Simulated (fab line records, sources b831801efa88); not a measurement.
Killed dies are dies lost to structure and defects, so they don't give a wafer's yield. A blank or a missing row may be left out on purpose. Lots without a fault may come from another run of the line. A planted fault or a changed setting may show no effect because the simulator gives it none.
Which tool did it? | flow gf180mcu | 6 lots, 18 wafers sampled, at 2 steps of a route of 602

WHAT THE GAUGES READ, wafer by wafer
GF_M5_OVL_MEAS_08.
lot  | measured     | on         | M5_OVL (nm)
L662 | day 26 16:14 | overlay-01 | 7 2 1
L665 | day 27 16:59 | overlay-02 | -1 3 5
L667 | day 28 04:40 | overlay-01 | -5 -11 -9
L670 | day 29 03:13 | overlay-01 | -10 -3 -8
L672 | day 29 17:40 | overlay-01 | 0 1 -6
L677 | day 31 08:10 | overlay-01 | 0 5 6

WHICH TOOL RAN EACH LOT (tool, then ch and the chambers of the sampled wafers, then the start)
lot  | GF_V4_SPUTTER_22
L662 | pvd_sputter-01, day 24 20:40
L665 | pvd_sputter-03, day 25 22:41
L667 | pvd_sputter-01, day 26 10:25
L670 | pvd_sputter-01, day 27 11:01
L672 | pvd_sputter-01, day 28 01:50
L677 | pvd_sputter-01, day 29 19:16
- GF_V4_SPUTTER_22: material TiN, target thk 10 nm, time 40 s.

THE ANSWER, worked out from the rows above alone
Rule: what is usual is taken from the lots themselves. Put in order of their means at a reading, lots are off if they are a third of the lots or fewer, leave a main group of 4 or more, and stand apart from it by a gap of 3 or more times the standard deviation of the main group's means; of several such gaps the widest counts. A main group whose means are all the same, to the digits that the tables above print for the reading, isn't used. A lot without any number at a reading at which 4 lots or more have one is off too. The other lots that the step has rows for count as sound.
No lot is off at any reading shown: from this, nothing can be told.

WHAT THE SIMULATOR HAD PUT IN
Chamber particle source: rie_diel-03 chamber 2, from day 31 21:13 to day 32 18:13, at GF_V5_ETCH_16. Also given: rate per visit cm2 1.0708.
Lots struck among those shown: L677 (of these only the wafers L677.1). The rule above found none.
